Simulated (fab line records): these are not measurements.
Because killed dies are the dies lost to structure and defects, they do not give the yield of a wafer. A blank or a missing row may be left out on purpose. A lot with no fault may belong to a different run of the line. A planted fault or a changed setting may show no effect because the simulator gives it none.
Tool commonality check | flow gf180mcu | Sampled: 12 lots, 39 wafers

REASON IT WAS OPENED
At GF_DNWELL_TW_MEAS_09 the reading DNWELL_TW is flagged on 1 of 12 lots. Fault-free wafers read 1351, with a standard deviation of 8.2.
Rule: a lot is flagged when every wafer of it that has a number lies more than 4 standard deviations from that mean, or none has a number. The rest of the lots are taken to be sound.

lot  | measured    | on            | DNWELL_TW, wafer by wafer | flag
L102 | day 3 14:59 | film metro-02 | 1343 1346 1351            |
L103 | day 4 00:07 | film metro-02 | 1346 1355 1348            |
L104 | day 4 03:20 | film metro-02 | 1331 1332 1335            |
L105 | day 4 07:34 | film metro-02 | 1341 1348 1340            |
L106 | day 4 12:11 | film metro-02 | 1344 1344 1349            |
L107 | day 4 20:31 | film metro-04 | 31 31 30 31 31 31         | FLAGGED
L108 | day 4 23:32 | film metro-02 | 1332 1337 1334            |
L117 | day 7 03:58 | film metro-02 | 1356 1366 1356            |
L118 | day 7 05:29 | film metro-03 | 1358 1344 1356            |
L119 | day 7 10:26 | film metro-03 | 1357 1354 1355            |
L120 | day 7 17:39 | film metro-04 | 1351 1338 1344            |
L121 | day 7 21:50 | film metro-04 | 1356 1357 1356            |
On average the flagged lots read 31, which is -1320 against the usual, or -99 or more standard deviations.

WHICH TOOL EACH LOT WENT THROUGH
The record holds 1 process step before the reading, out of a route of 602 steps. Read each cell as the tool, then ch plus the chambers that the sampled wafers visited, then the start.
lot  | flag    | GF_DNWELL_EXPOSE_04
L102 |         | iline stepper-02 ch 0, day 3 08:55
L103 |         | iline stepper-02 ch 0, day 3 17:32
L104 |         | iline stepper-02 ch 0, day 3 20:31
L105 |         | iline stepper-02 ch 0, day 4 00:31
L106 |         | iline stepper-02 ch 0, day 4 05:20
L107 | FLAGGED | iline stepper-01 ch 0, day 4 13:09
L108 |         | iline stepper-02 ch 0, day 4 16:32
L117 |         | iline stepper-01 ch 0, day 6 19:21
L118 |         | iline stepper-01 ch 0, day 6 21:07
L119 |         | iline stepper-02 ch 0, day 7 02:39
L120 |         | iline stepper-02 ch 0, day 7 09:09
L121 |         | iline stepper-01 ch 0, day 7 13:25
These steps, and what they do:
- GF_DNWELL_EXPOSE_04: exposes mask DNWELL, target cd 1700 nm.
- GF_DNWELL_TW_MEAS_09

FLAGGED OVER TOTAL, TOOL BY TOOL (the gauges that took the reading come last)
step                 | tool             | lots run | flagged | share of the flagged lots | sound lots run after its first flagged lot
GF_DNWELL_EXPOSE_04  | iline stepper-01 | 4        | 1       | all                       | 3 (L117,L118,L121)
GF_DNWELL_EXPOSE_04  | iline stepper-02 | 8        | 0       | none                      | -
GF_DNWELL_TW_MEAS_09 | film metro-02    | 7        | 0       | none                      | -
GF_DNWELL_TW_MEAS_09 | film metro-03    | 2        | 0       | none                      | -
GF_DNWELL_TW_MEAS_09 | film metro-04    | 3        | 1       | all                       | 2 (L120,L121)

WHAT IS ALLOWED BY THE TABLE
In 2 table rows, all flagged lots were run: iline stepper-01 (GF_DNWELL_EXPOSE_04), film metro-04 (GF_DNWELL_TW_MEAS_09).
- iline stepper-01 at GF_DNWELL_EXPOSE_04 ran 4 lots, 1 of them flagged. Lots that were sound ran on it after the first flagged one (L117, L118, L121); a persistent fault on the entire tool would not allow that.
- film metro-04 at GF_DNWELL_TW_MEAS_09 ran 3 lots, 1 of them flagged. Lots that were sound ran on it after the first flagged one (L120, L121); a persistent fault on the entire tool would not allow that.
None of the table's rows ran every flagged lot and, after the first, no sound lot.

WHAT THE SIMULATOR PUT IN
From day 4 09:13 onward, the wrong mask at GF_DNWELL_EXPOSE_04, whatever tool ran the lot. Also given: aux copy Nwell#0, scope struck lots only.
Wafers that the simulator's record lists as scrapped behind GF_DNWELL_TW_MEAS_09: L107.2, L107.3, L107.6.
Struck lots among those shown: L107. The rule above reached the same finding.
